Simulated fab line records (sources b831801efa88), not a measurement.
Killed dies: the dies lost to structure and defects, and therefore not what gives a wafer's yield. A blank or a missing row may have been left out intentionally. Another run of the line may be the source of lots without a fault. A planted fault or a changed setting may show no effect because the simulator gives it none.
Matching of chambers ; flow gf180mcu ; pecvd-02 running GF_V3_CVD_02: 3 sister chambers
The step deposits SiO2 from TEOS, target thk 850 nm, time 93.19 s. 3 wafers are shown with their chamber, then 10 later ones without.

WAFERS, EACH WITH ITS CHAMBER
wafer;chamber;heater-power-outer-w (W)
L088.1;2;315
L092.4;0;321
L092.5;1;345

WAFERS WHOSE CHAMBER IS MISSING
wafer;heater-power-outer-w (W)
L092.6;370
L095.1;388
L095.4;398
L095.6;416
L096.3;340
L096.4;373
L096.6;397
L097.2;335
L097.5;418
L097.6;379

WHICH CHAMBER EACH WENT THROUGH
wafer;from the rows above;in truth
L092.6;can't be placed: 1 or 0 or 2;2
L095.1;can't be placed: 1 or 0 or 2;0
L095.4;can't be placed: 1 or 0 or 2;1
L095.6;can't be placed: 1 or 0 or 2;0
L096.3;can't be placed: 1 or 0 or 2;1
L096.4;can't be placed: 1 or 0 or 2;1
L096.6;can't be placed: 1 or 0 or 2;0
L097.2;can't be placed: 1 or 0 or 2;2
L097.5;can't be placed: 1 or 0 or 2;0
L097.6;can't be placed: 1 or 0 or 2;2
Correct placement for 0 of the 10. From these rows, 10 cannot be placed; in 10 the true chamber is one of the candidates. Placed wrongly: 0.
How it was worked out, from the rows above alone: a wafer's distance from a chamber is the root of the sum, over the readings, of the square of ((its reading less the chamber's mean) divided by the reading's scatter). The wafer belongs to the nearest chamber; if the next one is less than 2 further off, it can't be placed. The mean given for a chamber averages the wafers shown for that chamber. The scatter: with one shown wafer a chamber, the root of the mean of the squares of how far each hidden wafer lies from its nearest shown one.
